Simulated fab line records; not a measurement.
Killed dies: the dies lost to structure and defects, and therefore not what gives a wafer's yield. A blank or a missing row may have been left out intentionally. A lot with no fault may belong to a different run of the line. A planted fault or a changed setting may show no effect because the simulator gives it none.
fab line records || flow sky130
[record] {"lots": 6, "wafers": 18, "lastDay": 49}
route steps=708 shown LDD_HVP@287 LDD_LDN@289 PAD_OPEN@708
lots untouched by any fault: they come from a run of this same line in which no faults occurred
startH: hours from the record's opening day to when the first of the lot's shown wafers began || waitH: hours since the lot's step before || " as in the row above || L1.1+2: one row covering several wafers at once || - either no value or no given start || * or withheld: withheld || < > ~ a bound
route shown NAME@n: names a module that has steps shown in the file, with the first one's number in the route || usual: mean/standard deviation of fault-free wafers || same: alike in all rows || chamber/n: place in a boat || sites: each site's reading || _std_site: standard deviation across them || _edge_site: the outer-site mean with the inner-site mean subtracted || radiusMm: how far each site lies from the wafer's centre || mask NAME#n: copy n || behind: the last tool/chamber to shape the wafer || hold: reason for holding the lot/hours on hold/outcome of the hold || device: which transistor (n, p or np) failed to switch || end of line: tests run on the same wafers once the route is complete || step lacking rows: just its recipe || killed: count of dies lost to structure and defects at first sort (not the wafer's yield) || map: the dies of a wafer, with x for killed, . for not killed, _ for no die there
set.NAME: the setting as run; set.NAME@STEP: as run at that earlier step || model.NAME: the simulator's own value behind a step, which no gauge read
lots seen at some steps along the route; tables by step, rows by wafer
services: when a tool's chamber went out of use (startH, in hours from the record's first day, below 0 if earlier), for how many hours, and the reason
[[steps]]
[step SKY_LDD_HVP_STRIP_09]
[recipe] {"chemistry": "O2/N2", "powerW": 1400, "pressureMtorr": 1500, "platenTempC": "withheld", "o2FlowSccm": 3000, "n2FlowSccm": 300, "overashFraction": 0.5}
[usual] {"drypumpMotorCurrentA": "5.5/0.32", "oesProductAu": "0.408/0.0048", "stripTimeToEndpointS": "4.133/0.014"}
{"lot.wafer": "L472.3", "tool": "plasmaAsher-02", "chamber": 1, "startH": 483.65, "waitH": 0.1, "drypumpMotorCurrentA": 5.6, "oesProductAu": 0.403, "rfHoursCounterH": "-", "stripTimeToEndpointS": 4.105}
{"lot.wafer": "L472.4", "tool": "plasmaAsher-02", "chamber": 0, "startH": 483.65, "waitH": 0.1, "drypumpMotorCurrentA": 5.6, "oesProductAu": 0.415, "rfHoursCounterH": "-", "stripTimeToEndpointS": 4.126}
{"lot.wafer": "L472.6", "tool": "plasmaAsher-02", "chamber": 0, "startH": 483.65, "waitH": 0.1, "drypumpMotorCurrentA": 5.7, "oesProductAu": 0.414, "rfHoursCounterH": "-", "stripTimeToEndpointS": 4.129}
{"lot.wafer": "L476.1", "tool": "plasmaAsher-04", "chamber": 0, "startH": 529.77, "waitH": 0.1, "drypumpMotorCurrentA": 5.4, "oesProductAu": 0.408, "rfHoursCounterH": 74, "stripTimeToEndpointS": 4.140}
{"lot.wafer": "L476.3", "tool": "plasmaAsher-04", "chamber": 1, "startH": 529.77, "waitH": 0.1, "drypumpMotorCurrentA": 4.9, "oesProductAu": 0.412, "rfHoursCounterH": "-", "stripTimeToEndpointS": 4.098}
{"lot.wafer": "L476.5", "tool": "plasmaAsher-04", "chamber": 0, "startH": 529.77, "waitH": 0.1, "drypumpMotorCurrentA": 5.4, "oesProductAu": 0.405, "rfHoursCounterH": "-", "stripTimeToEndpointS": 4.138}
{"lot.wafer": "L478.1", "tool": "plasmaAsher-02", "chamber": 0, "startH": 543.77, "waitH": 0.1, "drypumpMotorCurrentA": 5.7, "oesProductAu": 0.407, "rfHoursCounterH": 42, "stripTimeToEndpointS": 4.123}
{"lot.wafer": "L478.5", "tool": "plasmaAsher-02", "chamber": 0, "startH": 543.77, "waitH": 0.1, "drypumpMotorCurrentA": 5.7, "oesProductAu": 0.410, "rfHoursCounterH": "-", "stripTimeToEndpointS": 4.131}
{"lot.wafer": "L478.6", "tool": "plasmaAsher-02", "chamber": 1, "startH": 543.77, "waitH": 0.1, "drypumpMotorCurrentA": 5.6, "oesProductAu": 0.408, "rfHoursCounterH": "-", "stripTimeToEndpointS": 4.116}
{"lot.wafer": "L487.1", "tool": "plasmaAsher-04", "chamber": 0, "startH": 615.96, "waitH": 0.1, "drypumpMotorCurrentA": 5.4, "oesProductAu": 0.402, "rfHoursCounterH": 82, "stripTimeToEndpointS": 4.107}
{"lot.wafer": "L487.3", "tool": "plasmaAsher-04", "chamber": 1, "startH": 615.96, "waitH": 0.1, "drypumpMotorCurrentA": 4.9, "oesProductAu": 0.391, "rfHoursCounterH": "-", "stripTimeToEndpointS": 4.121}
{"lot.wafer": "L487.5", "tool": "plasmaAsher-04", "chamber": 0, "startH": 615.96, "waitH": 0.1, "drypumpMotorCurrentA": 5.4, "oesProductAu": 0.399, "rfHoursCounterH": "-", "stripTimeToEndpointS": 4.116}
{"lot.wafer": "L488.3", "tool": "plasmaAsher-04", "chamber": 1, "startH": 636.51, "waitH": 0.1, "drypumpMotorCurrentA": 4.9, "oesProductAu": 0.410, "rfHoursCounterH": "-", "stripTimeToEndpointS": 4.138}
{"lot.wafer": "L488.4", "tool": "plasmaAsher-04", "chamber": 0, "startH": 636.51, "waitH": 0.1, "drypumpMotorCurrentA": 5.4, "oesProductAu": 0.402, "rfHoursCounterH": "-", "stripTimeToEndpointS": 4.130}
{"lot.wafer": "L488.5", "tool": "plasmaAsher-04", "chamber": 0, "startH": 636.51, "waitH": 0.1, "drypumpMotorCurrentA": 5.4, "oesProductAu": 0.408, "rfHoursCounterH": "-", "stripTimeToEndpointS": 4.162}
{"lot.wafer": "L491.1", "tool": "plasmaAsher-02", "chamber": 1, "startH": 648.21, "waitH": 0.1, "drypumpMotorCurrentA": 5.6, "oesProductAu": 0.407, "rfHoursCounterH": 53, "stripTimeToEndpointS": 4.150}
{"lot.wafer": "L491.5", "tool": "plasmaAsher-02", "chamber": 1, "startH": 648.21, "waitH": 0.1, "drypumpMotorCurrentA": 5.6, "oesProductAu": 0.416, "rfHoursCounterH": "-", "stripTimeToEndpointS": 4.129}
{"lot.wafer": "L491.6", "tool": "plasmaAsher-02", "chamber": 0, "startH": 648.21, "waitH": 0.1, "drypumpMotorCurrentA": 5.6, "oesProductAu": 0.409, "rfHoursCounterH": "-", "stripTimeToEndpointS": 4.143}
[step SKY_LDD_HVP_TW_MEAS_10]
[usual] {"LDD_HVP_TW": "458/7.3"}
{"lot.wafer": "L472.3", "tool": "filmMetro-01", "chamber": "-", "startH": 483.74, "waitH": 0.1, "LDD_HVP_TW": 446}
{"lot.wafer": "L472.4", "tool": "filmMetro-01", "chamber": "-", "startH": 483.74, "waitH": 0.1, "LDD_HVP_TW": 448}
{"lot.wafer": "L472.6", "tool": "filmMetro-01", "chamber": "-", "startH": 483.74, "waitH": 0.1, "LDD_HVP_TW": 445}
{"lot.wafer": "L476.1", "tool": "filmMetro-04", "chamber": "-", "startH": 529.87, "waitH": 0.1, "LDD_HVP_TW": 468}
{"lot.wafer": "L476.3", "tool": "filmMetro-04", "chamber": "-", "startH": 529.87, "waitH": 0.1, "LDD_HVP_TW": 469}
{"lot.wafer": "L476.5", "tool": "filmMetro-04", "chamber": "-", "startH": 529.87, "waitH": 0.1, "LDD_HVP_TW": 467}
{"lot.wafer": "L478.1", "tool": "filmMetro-03", "chamber": "-", "startH": 543.87, "waitH": 0.1, "LDD_HVP_TW": 456}
{"lot.wafer": "L478.5", "tool": "filmMetro-03", "chamber": "-", "startH": 543.87, "waitH": 0.1, "LDD_HVP_TW": 457}
{"lot.wafer": "L478.6", "tool": "filmMetro-03", "chamber": "-", "startH": 543.87, "waitH": 0.1, "LDD_HVP_TW": 458}
{"lot.wafer": "L487.1", "tool": "filmMetro-03", "chamber": "-", "startH": 616.06, "waitH": 0.1, "LDD_HVP_TW": 461}
{"lot.wafer": "L487.3", "tool": "filmMetro-03", "chamber": "-", "startH": 616.06, "waitH": 0.1, "LDD_HVP_TW": 461}
{"lot.wafer": "L487.5", "tool": "filmMetro-03", "chamber": "-", "startH": 616.06, "waitH": 0.1, "LDD_HVP_TW": 456}
{"lot.wafer": "L488.3", "tool": "filmMetro-04", "chamber": "-", "startH": 636.60, "waitH": 0.1, "LDD_HVP_TW": 463}
{"lot.wafer": "L488.4", "tool": "filmMetro-04", "chamber": "-", "startH": 636.60, "waitH": 0.1, "LDD_HVP_TW": 466}
{"lot.wafer": "L488.5", "tool": "filmMetro-04", "chamber": "-", "startH": 636.60, "waitH": 0.1, "LDD_HVP_TW": 464}
{"lot.wafer": "L491.1", "tool": "filmMetro-04", "chamber": "-", "startH": 648.31, "waitH": 0.1, "LDD_HVP_TW": 466}
{"lot.wafer": "L491.5", "tool": "filmMetro-04", "chamber": "-", "startH": 648.31, "waitH": 0.1, "LDD_HVP_TW": 467}
{"lot.wafer": "L491.6", "tool": "filmMetro-04", "chamber": "-", "startH": 648.31, "waitH": 0.1, "LDD_HVP_TW": 464}
[step SKY_LDD_LDN_DEHYDRATE_00]
[recipe] {"tempC": 200, "timeS": 60}
[step SKY_LDD_LDN_HMDS_01]
[recipe] {"primeTimeS": 60, "primeTempC": 120}
[step SKY_LDD_LDN_COAT_02]
[recipe] {"resist": "NOVOLAK", "spinRpm": 3000, "resistThkNm": 1140}
[step SKY_LDD_LDN_SOFTBAKE_03]
[recipe] {"tempC": 90, "timeS": 60, "resist": "NOVOLAK"}
[step SKY_LDD_LDN_EXPOSE_04]
[recipe] {"maskId": "LDNTM", "na": 0.6, "sourceShape": "conventional", "sigmaOuter": 0.6, "polarization": "unpolarized", "targetCdNm": 700, "doseMj": 140}
[step SKY_LDD_LDN_PEB_05]
[recipe] {"tempC": "withheld", "timeS": "*", "resist": "NOVOLAK"}
[step SKY_LDD_LDN_DEVELOP_06]
[recipe] {"resist": "NOVOLAK", "developer": "TMAH", "developTimeS": 60, "devTempC": 23}
[step SKY_LDD_LDN_OVL_MEAS_07]
[usual] {"LDD_LDN_OVL": "0.5/1.7"}
{"lot.wafer": "L472.3", "tool": "overlay-01", "chamber": "-", "startH": 514.08, "waitH": 0.1, "LDD_LDN_OVL[nm]": 3.0}
{"lot.wafer": "L472.4", "tool": "overlay-01", "chamber": "-", "startH": 514.08, "waitH": 0.1, "LDD_LDN_OVL[nm]": 2.1}
{"lot.wafer": "L472.6", "tool": "overlay-01", "chamber": "-", "startH": 514.08, "waitH": 0.1, "LDD_LDN_OVL[nm]": 3.2}
{"lot.wafer": "L476.1", "tool": "overlay-02", "chamber": "-", "startH": 559.88, "waitH": 0.1, "LDD_LDN_OVL[nm]": -0.4}
{"lot.wafer": "L476.3", "tool": "overlay-02", "chamber": "-", "startH": 559.88, "waitH": 0.1, "LDD_LDN_OVL[nm]": -1.1}
{"lot.wafer": "L476.5", "tool": "overlay-02", "chamber": "-", "startH": 559.88, "waitH": 0.1, "LDD_LDN_OVL[nm]": -1.3}
{"lot.wafer": "L478.1", "tool": "overlay-01", "chamber": "-", "startH": 573.33, "waitH": 0.1, "LDD_LDN_OVL[nm]": 1.4}
{"lot.wafer": "L478.5", "tool": "overlay-01", "chamber": "-", "startH": 573.33, "waitH": 0.1, "LDD_LDN_OVL[nm]": 1.6}
{"lot.wafer": "L478.6", "tool": "overlay-01", "chamber": "-", "startH": 573.33, "waitH": 0.1, "LDD_LDN_OVL[nm]": 2.2}
{"lot.wafer": "L487.1", "tool": "overlay-01", "chamber": "-", "startH": 644.82, "waitH": 0.1, "LDD_LDN_OVL[nm]": 1.8}
{"lot.wafer": "L487.3", "tool": "overlay-01", "chamber": "-", "startH": 644.82, "waitH": 0.1, "LDD_LDN_OVL[nm]": 0.7}
{"lot.wafer": "L487.5", "tool": "overlay-01", "chamber": "-", "startH": 644.82, "waitH": 0.1, "LDD_LDN_OVL[nm]": 0.8}
{"lot.wafer": "L488.3", "tool": "overlay-01", "chamber": "-", "startH": 664.99, "waitH": 0.1, "LDD_LDN_OVL[nm]": -0.5}
{"lot.wafer": "L488.4", "tool": "overlay-01", "chamber": "-", "startH": 664.99, "waitH": 0.1, "LDD_LDN_OVL[nm]": -0.3}
{"lot.wafer": "L488.5", "tool": "overlay-01", "chamber": "-", "startH": 664.99, "waitH": 0.1, "LDD_LDN_OVL[nm]": 0.2}
{"lot.wafer": "L491.1", "tool": "overlay-02", "chamber": "-", "startH": 676.92, "waitH": 0.1, "LDD_LDN_OVL[nm]": 1.7}
{"lot.wafer": "L491.5", "tool": "overlay-02", "chamber": "-", "startH": 676.92, "waitH": 0.1, "LDD_LDN_OVL[nm]": 2.3}
{"lot.wafer": "L491.6", "tool": "overlay-02", "chamber": "-", "startH": 676.92, "waitH": 0.1, "LDD_LDN_OVL[nm]": 1.2}
[step SKY_LDD_LDN_IMPLANT_08]
[recipe] {"species": "As", "energyKev": 15, "doseCm2": 1.25e+13, "tiltDeg": "withheld", "rotationDeg": 23}
[step SKY_LDD_LDN_IMPLANT_09]
[recipe] {"species": "As", "energyKev": 15, "doseCm2": 1.25e+13, "tiltDeg": "withheld", "rotationDeg": 113}
[step SKY_LDD_LDN_IMPLANT_10]
[recipe] {"species": "As", "energyKev": 15, "doseCm2": 1.25e+13, "tiltDeg": "withheld", "rotationDeg": 203}
[usual] {"doseIonsCm2": "1.25e+13/1.3e+10", "endStationPressureTorr": "5.03e-06/2.4e-07", "faradayCurrentUA": "70.5/1.5"}
{"lot.wafer": "L472.3", "tool": "implanter-03", "chamber": 0, "startH": 514.45, "waitH": 0.1, "doseIonsCm2": 1.2474e+13, "endStationPressureTorr": 5.17e-06, "faradayCurrentUA": 71.0}
{"lot.wafer": "L472.4", "tool": "implanter-03", "chamber": 0, "startH": 514.45, "waitH": 0.1, "doseIonsCm2": 1.2482e+13, "endStationPressureTorr": 5.32e-06, "faradayCurrentUA": 69.3}
{"lot.wafer": "L472.6", "tool": "implanter-03", "chamber": 0, "startH": 514.45, "waitH": 0.1, "doseIonsCm2": 1.2508e+13, "endStationPressureTorr": 4.89e-06, "faradayCurrentUA": 67.5}
{"lot.wafer": "L476.1", "tool": "implanter-02", "chamber": 0, "startH": 560.21, "waitH": 0.1, "doseIonsCm2": 1.9156e+13, "endStationPressureTorr": 5.4e-06, "faradayCurrentUA": 106.1}
{"lot.wafer": "L476.3", "tool": "implanter-02", "chamber": 0, "startH": 560.21, "waitH": 0.1, "doseIonsCm2": 1.9139e+13, "endStationPressureTorr": 5.28e-06, "faradayCurrentUA": 109.2}
{"lot.wafer": "L476.5", "tool": "implanter-02", "chamber": 0, "startH": 560.21, "waitH": 0.1, "doseIonsCm2": 1.9169e+13, "endStationPressureTorr": 5.21e-06, "faradayCurrentUA": 107.2}
{"lot.wafer": "L478.1", "tool": "implanter-02", "chamber": 0, "startH": 573.66, "waitH": 0.1, "doseIonsCm2": 1.9165e+13, "endStationPressureTorr": 5.21e-06, "faradayCurrentUA": 107.6}
{"lot.wafer": "L478.5", "tool": "implanter-02", "chamber": 0, "startH": 573.66, "waitH": 0.1, "doseIonsCm2": 1.9156e+13, "endStationPressureTorr": 4.75e-06, "faradayCurrentUA": 107.7}
{"lot.wafer": "L478.6", "tool": "implanter-02", "chamber": 0, "startH": 573.66, "waitH": 0.1, "doseIonsCm2": 1.9141e+13, "endStationPressureTorr": 4.42e-06, "faradayCurrentUA": 106.5}
{"lot.wafer": "L487.1", "tool": "implanter-02", "chamber": 0, "startH": 645.15, "waitH": 0.1, "doseIonsCm2": 1.2479e+13, "endStationPressureTorr": 4.9e-06, "faradayCurrentUA": 71.4}
{"lot.wafer": "L487.3", "tool": "implanter-02", "chamber": 0, "startH": 645.15, "waitH": 0.1, "doseIonsCm2": 1.2472e+13, "endStationPressureTorr": 5.4e-06, "faradayCurrentUA": 71.4}
{"lot.wafer": "L487.5", "tool": "implanter-02", "chamber": 0, "startH": 645.15, "waitH": 0.1, "doseIonsCm2": 1.2482e+13, "endStationPressureTorr": 4.9e-06, "faradayCurrentUA": 70.2}
{"lot.wafer": "L488.3", "tool": "implanter-02", "chamber": 0, "startH": 666.26, "waitH": 0.1, "doseIonsCm2": 1.2492e+13, "endStationPressureTorr": 4.95e-06, "faradayCurrentUA": 69.5}
{"lot.wafer": "L488.4", "tool": "implanter-02", "chamber": 0, "startH": 666.26, "waitH": 0.1, "doseIonsCm2": 1.2519e+13, "endStationPressureTorr": 4.83e-06, "faradayCurrentUA": 68.7}
{"lot.wafer": "L488.5", "tool": "implanter-02", "chamber": 0, "startH": 666.26, "waitH": 0.1, "doseIonsCm2": 1.2489e+13, "endStationPressureTorr": 5.07e-06, "faradayCurrentUA": 71.0}
{"lot.wafer": "L491.1", "tool": "implanter-02", "chamber": 0, "startH": 677.28, "waitH": 0.1, "doseIonsCm2": 1.2498e+13, "endStationPressureTorr": 5.42e-06, "faradayCurrentUA": 71.5}
{"lot.wafer": "L491.5", "tool": "implanter-02", "chamber": 0, "startH": 677.28, "waitH": 0.1, "doseIonsCm2": 1.2491e+13, "endStationPressureTorr": 4.61e-06, "faradayCurrentUA": 69.4}
{"lot.wafer": "L491.6", "tool": "implanter-02", "chamber": 0, "startH": 677.28, "waitH": 0.1, "doseIonsCm2": 1.2508e+13, "endStationPressureTorr": 5.03e-06, "faradayCurrentUA": 71.7}
[step SKY_LDD_LDN_IMPLANT_11]
[recipe] {"species": "As", "energyKev": 15, "doseCm2": 1.25e+13, "tiltDeg": "withheld", "rotationDeg": 293}
[step SKY_PAD_OPEN_PROBE_99]
[usual] {"killed_at_M0_to_M3": "44/7.2", "killed_at_M4_up": "3.0/1.9", "killedAtContacts": "25/4.8", "killedAtFrontEnd": "16/4.2", "killedAtOther": "0.2/0.44", "killedDies": "88/9.3", "killedOpen": "48/7.1", "killedShort": "40/6.5"}
[same] {"grossDies": 492, "killedAtBackSide": 0}
{"lot.wafer": "L476.1", "tool": "prober-01", "chamber": "-", "startH": 1099.91, "waitH": 0.1, "killed_at_M0_to_M3": 52, "killed_at_M4_up": 2, "killedAtContacts": 22, "killedAtFrontEnd": 21, "killedAtOther": 0, "killedDies": 97, "killedOpen": 53, "killedShort": 44, "model.etest.tipSonos.rsOhmSq": 2464}
{"lot.wafer": "L476.3", "tool": "prober-01", "chamber": "-", "startH": 1100.01, "waitH": 0.2, "killed_at_M0_to_M3": 52, "killed_at_M4_up": 2, "killedAtContacts": 23, "killedAtFrontEnd": 14, "killedAtOther": 0, "killedDies": 91, "killedOpen": 47, "killedShort": 44, "model.etest.tipSonos.rsOhmSq": 2464}
{"lot.wafer": "L476.5", "tool": "prober-01", "chamber": "-", "startH": 1100.11, "waitH": 0.2, "killed_at_M0_to_M3": 53, "killed_at_M4_up": 3, "killedAtContacts": 31, "killedAtFrontEnd": 14, "killedAtOther": 1, "killedDies": 102, "killedOpen": 63, "killedShort": 39, "model.etest.tipSonos.rsOhmSq": 2445}
{"lot.wafer": "L478.1", "tool": "prober-02", "chamber": "-", "startH": 1107.18, "waitH": 0.1, "killed_at_M0_to_M3": 58, "killed_at_M4_up": 2, "killedAtContacts": 23, "killedAtFrontEnd": 21, "killedAtOther": 0, "killedDies": 104, "killedOpen": 65, "killedShort": 39, "model.etest.tipSonos.rsOhmSq": 2527}
{"lot.wafer": "L478.5", "tool": "prober-02", "chamber": "-", "startH": 1107.38, "waitH": 0.2, "killed_at_M0_to_M3": 50, "killed_at_M4_up": 0, "killedAtContacts": 21, "killedAtFrontEnd": 21, "killedAtOther": 1, "killedDies": 93, "killedOpen": 46, "killedShort": 47, "model.etest.tipSonos.rsOhmSq": 2492}
{"lot.wafer": "L478.6", "tool": "prober-02", "chamber": "-", "startH": 1107.43, "waitH": 0.2, "killed_at_M0_to_M3": 49, "killed_at_M4_up": 2, "killedAtContacts": 23, "killedAtFrontEnd": 18, "killedAtOther": 0, "killedDies": 92, "killedOpen": 62, "killedShort": 30, "model.etest.tipSonos.rsOhmSq": 2528}
{"lot.wafer": "L487.1", "tool": "prober-01", "chamber": "-", "startH": 1154.10, "waitH": 0.1, "killed_at_M0_to_M3": 36, "killed_at_M4_up": 1, "killedAtContacts": 29, "killedAtFrontEnd": 14, "killedAtOther": 0, "killedDies": 80, "killedOpen": 37, "killedShort": 43, "model.etest.tipSonos.rsOhmSq": 2680}
{"lot.wafer": "L487.3", "tool": "prober-01", "chamber": "-", "startH": 1154.20, "waitH": 0.2, "killed_at_M0_to_M3": 44, "killed_at_M4_up": 5, "killedAtContacts": 26, "killedAtFrontEnd": 21, "killedAtOther": 0, "killedDies": 96, "killedOpen": 40, "killedShort": 56, "model.etest.tipSonos.rsOhmSq": 2704}
{"lot.wafer": "L487.5", "tool": "prober-01", "chamber": "-", "startH": 1154.30, "waitH": 0.2, "killed_at_M0_to_M3": 38, "killed_at_M4_up": 2, "killedAtContacts": 36, "killedAtFrontEnd": 10, "killedAtOther": 0, "killedDies": 86, "killedOpen": 48, "killedShort": 38, "model.etest.tipSonos.rsOhmSq": 2658}
{"lot.wafer": "L488.3", "tool": "prober-02", "chamber": "-", "startH": 1166.25, "waitH": 0.2, "killed_at_M0_to_M3": 50, "killed_at_M4_up": 4, "killedAtContacts": 21, "killedAtFrontEnd": 15, "killedAtOther": 0, "killedDies": 90, "killedOpen": 49, "killedShort": 41, "model.etest.tipSonos.rsOhmSq": 2660}
{"lot.wafer": "L488.4", "tool": "prober-02", "chamber": "-", "startH": 1166.30, "waitH": 0.2, "killed_at_M0_to_M3": 35, "killed_at_M4_up": 3, "killedAtContacts": 29, "killedAtFrontEnd": 21, "killedAtOther": 1, "killedDies": 89, "killedOpen": 50, "killedShort": 39, "model.etest.tipSonos.rsOhmSq": 2661}
{"lot.wafer": "L488.5", "tool": "prober-02", "chamber": "-", "startH": 1166.35, "waitH": 0.2, "killed_at_M0_to_M3": 40, "killed_at_M4_up": 1, "killedAtContacts": 27, "killedAtFrontEnd": 12, "killedAtOther": 0, "killedDies": 80, "killedOpen": 42, "killedShort": 38, "model.etest.tipSonos.rsOhmSq": 2617}
{"lot.wafer": "L491.1", "tool": "prober-01", "chamber": "-", "startH": 1173.09, "waitH": 0.1, "killed_at_M0_to_M3": 48, "killed_at_M4_up": 2, "killedAtContacts": 24, "killedAtFrontEnd": 15, "killedAtOther": 0, "killedDies": 89, "killedOpen": 37, "killedShort": 52, "model.etest.tipSonos.rsOhmSq": 2717}
{"lot.wafer": "L491.5", "tool": "prober-01", "chamber": "-", "startH": 1173.29, "waitH": 0.2, "killed_at_M0_to_M3": 42, "killed_at_M4_up": 0, "killedAtContacts": 23, "killedAtFrontEnd": 10, "killedAtOther": 0, "killedDies": 75, "killedOpen": 44, "killedShort": 31, "model.etest.tipSonos.rsOhmSq": 2665}
{"lot.wafer": "L491.6", "tool": "prober-01", "chamber": "-", "startH": 1173.34, "waitH": 0.2, "killed_at_M0_to_M3": 53, "killed_at_M4_up": 1, "killedAtContacts": 31, "killedAtFrontEnd": 16, "killedAtOther": 1, "killedDies": 102, "killedOpen": 53, "killedShort": 49, "model.etest.tipSonos.rsOhmSq": 2655}
// killed by level:class
L476.1 VIA1:geometricParticle:open=14 VIA2:geometricParticle:short=7 LI_CONTACT:geometricParticle:open=7 CONTACT:geometricParticle:short=7 VIA2:geometricParticle:open=7 METAL2:geometricParticle:short=6 FIELD_ISO:geometricParticle:short=5 FIELD_ISO:geometricParticle:open=5
L476.3 VIA1:geometricParticle:open=11 METAL2:geometricParticle:short=11 CONTACT:geometricParticle:open=8 VIA3:geometricParticle:open=7 LI_CONTACT:geometricParticle:open=6 POLY_GATE:geometricParticle:short=5 VIA2:geometricParticle:open=5 POLY_GATE:geometricParticle:open=4
L476.5 CONTACT:geometricParticle:open=12 VIA1:geometricParticle:open=12 LI_CONTACT:geometricParticle:open=10 VIA2:geometricParticle:open=10 VIA3:geometricParticle:open=8 VIA1:geometricParticle:short=5 CONTACT:geometricParticle:short=5 METAL1:geometricParticle:short=5
L478.1 VIA1:geometricParticle:open=19 LI_CONTACT:geometricParticle:open=9 CONTACT:geometricParticle:open=7 VIA2:geometricParticle:short=7 VIA3:geometricParticle:open=7 FIELD_ISO:geometricParticle:open=6 METAL1:geometricParticle:short=6 VIA2:geometricParticle:open=6
L478.5 VIA1:geometricParticle:open=12 VIA2:geometricParticle:open=8 CONTACT:geometricParticle:open=7 LI_CONTACT:geometricParticle:open=6 VIA1:geometricParticle:short=6 VIA3:geometricParticle:short=6 FIELD_ISO:geometricParticle:short=5 POLY_GATE:geometricParticle:short=5
L478.6 VIA1:geometricParticle:open=12 CONTACT:geometricParticle:open=12 VIA2:geometricParticle:open=11 POLY_GATE:geometricParticle:short=7 VIA3:geometricParticle:open=7 POLY_GATE:geometricParticle:open=6 LI_CONTACT:geometricParticle:open=5 VIA2:geometricParticle:short=4
L487.1 LI_CONTACT:geometricParticle:short=7 LI_CONTACT:geometricParticle:open=7 CONTACT:geometricParticle:open=6 VIA1:geometricParticle:short=6 FIELD_ISO:geometricParticle:short=5 CONTACT:geometricParticle:short=5 VIA2:geometricParticle:open=5 VIA3:geometricParticle:open=5
L487.3 FIELD_ISO:geometricParticle:short=9 VIA1:geometricParticle:short=8 CONTACT:geometricParticle:open=7 METAL1:geometricParticle:short=7 VIA1:geometricParticle:open=7 LI_CONTACT:geometricParticle:open=6 LOCAL_INTERCONNECT:geometricParticle:short=6 VIA3:geometricParticle:open=6
L487.5 LOCAL_INTERCONNECT:geometricParticle:short=11 VIA1:geometricParticle:open=10 LI_CONTACT:geometricParticle:open=9 CONTACT:geometricParticle:open=8 METAL1:geometricParticle:short=7 POLY_GATE:geometricParticle:open=6 CONTACT:geometricParticle:short=6 VIA3:geometricParticle:open=6
L488.3 VIA1:geometricParticle:open=10 METAL1:geometricParticle:short=8 CONTACT:geometricParticle:open=8 FIELD_ISO:geometricParticle:open=6 VIA2:geometricParticle:open=6 LOCAL_INTERCONNECT:geometricParticle:short=6 VIA1:geometricParticle:short=5 VIA2:geometricParticle:short=5
L488.4 LI_CONTACT:geometricParticle:open=10 CONTACT:geometricParticle:open=8 FIELD_ISO:geometricParticle:open=7 VIA1:geometricParticle:open=7 FIELD_ISO:geometricParticle:short=6 VIA2:geometricParticle:open=6 CONTACT:geometricParticle:short=5 METAL1:geometricParticle:short=4
L488.5 VIA1:geometricParticle:open=12 CONTACT:geometricParticle:open=10 CONTACT:geometricParticle:short=7 METAL2:geometricParticle:short=5 METAL1:geometricParticle:short=5 VIA1:geometricParticle:short=5 VIA3:geometricParticle:open=5 FIELD_ISO:geometricParticle:short=4
L491.1 CONTACT:geometricParticle:open=11 METAL2:geometricParticle:short=9 METAL1:geometricParticle:short=8 POLY_GATE:geometricParticle:short=5 VIA2:geometricParticle:open=5 VIA2:geometricParticle:short=5 VIA3:geometricParticle:short=5 FIELD_ISO:geometricParticle:short=4
L491.5 VIA1:geometricParticle:open=13 CONTACT:geometricParticle:open=8 METAL1:geometricParticle:short=7 VIA3:geometricParticle:open=7 LI_CONTACT:geometricParticle:open=6 VIA2:geometricParticle:open=5 FIELD_ISO:geometricParticle:short=4 LOCAL_INTERCONNECT:geometricParticle:short=4
L491.6 CONTACT:geometricParticle:open=11 VIA1:geometricParticle:open=11 VIA2:geometricParticle:open=8 METAL1:geometricParticle:short=8 FIELD_ISO:geometricParticle:open=7 LOCAL_INTERCONNECT:geometricParticle:short=5 CONTACT:geometricParticle:short=5 METAL2:geometricParticle:short=5
[[services]]
{"tool": "implanter-02", "chamber": "-", "startH": 481.34, "hours": 2.6, "kind": "repair"}
{"tool": "plasmaAsher-04", "chamber": "-", "startH": 534.79, "hours": 4.5, "kind": "repair"}
{"tool": "implanter-03", "chamber": "-", "startH": 577.96, "hours": 8.2, "kind": "repair"}
{"tool": "implanter-03", "chamber": "-", "startH": 609.32, "hours": 1.6, "kind": "repair"}
{"tool": "implanter-03", "chamber": "-", "startH": 622.93, "hours": 2.3, "kind": "repair"}
{"tool": "plasmaAsher-04", "chamber": "-", "startH": 624.06, "hours": 4.9, "kind": "repair"}
{"tool": "implanter-03", "chamber": "-", "startH": 649.07, "hours": 1.8, "kind": "repair"}
{"tool": "implanter-03", "chamber": "-", "startH": 652.81, "hours": 2.5, "kind": "pm"}
{"tool": "plasmaAsher-02", "chamber": "-", "startH": 657.41, "hours": 2.8, "kind": "pm"}
{"tool": "implanter-03", "chamber": "-", "startH": 664.56, "hours": 3.3, "kind": "repair"}
[[key]]
[firstSign] {"step": "SKY_LDD_LDN_IMPLANT_10", "reading": "doseIonsCm2", "direction": "up", "sigmas": "99+", "usual": "*", "struck": "*"}
[effect] {"step": "SKY_LDD_LDN_IMPLANT_10", "reading": "faradayCurrentUA", "direction": "up", "sigmas": 25, "usual": 70.5, "struck": 107.4}
[modelEffect] {"step": "SKY_PAD_OPEN_PROBE_99", "value": "etest.tipSonos.rsOhmSq", "without": 2671, "struck": 2486}
metAt SKY_LDD_LDN_IMPLANT_10
struckWafers L476.1,L476.3,L476.5,L478.1,L478.5,L478.6
testerLeftOut L476,L478
[fault] {"kind": "processParameterDrift", "tool": "implanter-02", "chamber": "-", "onsetH": 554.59, "steps": "SKY_LDD_LDN_IMPLANT_10", "channel": "doseCm2", "offset": "*", "shape": "step", "endH": 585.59, "actsIn": "*", "stated": "*"}
// testerLeftOut: of these lots the tester's yield and bins aren't shown, on N5 and GAA mostly nor the transistor test; their killed dies are dies lost to structure and defects alone, not to doping, threshold or leakage, so they don't give the yield
